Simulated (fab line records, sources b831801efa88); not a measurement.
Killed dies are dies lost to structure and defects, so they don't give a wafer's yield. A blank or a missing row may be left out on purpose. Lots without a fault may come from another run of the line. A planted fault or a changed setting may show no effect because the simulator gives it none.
Chamber matching | flow sky130 | SKY_VIA2_ETCH_14 on rie_diel-02: 3 sister chambers
The step etches BARC in N2/H2, stops on SiO2, time 45.9 s, target depth 60 nm. 6 wafers are shown with their chamber, then 5 later ones without.

WAFERS WITH THEIR CHAMBER
wafer  | chamber | throttle_valve_pct (%) | oes_product_au (a.u.)
L076.2 | 2       | 13.228                 | 0.853
L076.4 | 0       | 13.225                 | 0.850
L076.5 | 3       | 13.220                 | 0.851
L076.6 | 2       | 13.226                 | 0.851
L080.2 | 0       | 13.229                 | 0.850
L080.3 | 3       | 13.223                 | 0.854

WAFERS WITHOUT THEIR CHAMBER
wafer  | throttle_valve_pct (%) | oes_product_au (a.u.)
L080.6 | 13.235                 | 0.860
L085.4 | 13.232                 | 0.854
L085.6 | 13.224                 | 0.848
L090.3 | 13.253                 | 0.858
L090.5 | 13.220                 | 0.858

WHICH CHAMBER EACH WENT THROUGH
wafer  | from the rows above          | in truth
L080.6 | can't be placed: 2 or 0 or 3 | 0
L085.4 | can't be placed: 2 or 0      | 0
L085.6 | can't be placed: 0 or 2 or 3 | 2
L090.3 | can't be placed: 2 or 0      | 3
L090.5 | can't be placed: 3 or 2      | 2
Placed correctly: 0 of 5. Can't be placed from these rows: 5 (the true chamber is among the candidates in 4). Placed wrongly: 0.
How it was worked out, from the rows above alone: a wafer's distance from a chamber is the root of the sum, over the readings, of the square of ((its reading less the chamber's mean) divided by the reading's scatter). The wafer belongs to the nearest chamber; if the next one is less than 2 further off, it can't be placed. A chamber's mean is the mean of its shown wafers. The scatter: the root of (the sum of the squares of (reading less its chamber's mean) over the shown wafers, divided by (wafers less chambers)).
